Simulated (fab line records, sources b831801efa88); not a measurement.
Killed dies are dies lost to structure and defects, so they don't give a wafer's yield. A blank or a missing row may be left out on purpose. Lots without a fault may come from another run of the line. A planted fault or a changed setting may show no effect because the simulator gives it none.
Which tool did it? | flow sky130 | 6 lots, 18 wafers sampled, at 1 step of a route of 708

WHAT THE GAUGES READ, wafer by wafer
SKY_FIELD_ISO_THK_MEAS_23.
lot  | measured    | on            | FIELD_ISO_OXIDATION_01_THK (nm)
L832 | day 2 18:56 | film_metro-04 | 10.08 10.28 10.12
L834 | day 2 23:43 | film_metro-01 | 9.84 9.83 9.73
L837 | day 3 12:51 | film_metro-02 | 10.05 10.12 9.93
L842 | day 4 17:09 | film_metro-01 | 10.49 10.28 10.37
L846 | day 5 13:46 | film_metro-04 | 9.77 9.83 9.68
L854 | day 7 09:53 | film_metro-02 | 9.71 9.69 9.78

WHICH TOOL RAN EACH LOT (tool, then ch and the chambers of the sampled wafers, then the start)
The record holds no process step before these readings.

THE ANSWER, worked out from the rows above alone
Rule: what is usual is taken from the lots themselves. Put in order of their means at a reading, lots are off if they are a third of the lots or fewer, leave a main group of 4 or more, and stand apart from it by a gap of 3 or more times the standard deviation of the main group's means; of several such gaps the widest counts. A main group whose means are all the same, to the digits that the tables above print for the reading, isn't used. A lot without any number at a reading at which 4 lots or more have one is off too. The other lots that the step has rows for count as sound.
No lot is off at any reading shown: from this, nothing can be told.

WHAT THE SIMULATOR HAD PUT IN
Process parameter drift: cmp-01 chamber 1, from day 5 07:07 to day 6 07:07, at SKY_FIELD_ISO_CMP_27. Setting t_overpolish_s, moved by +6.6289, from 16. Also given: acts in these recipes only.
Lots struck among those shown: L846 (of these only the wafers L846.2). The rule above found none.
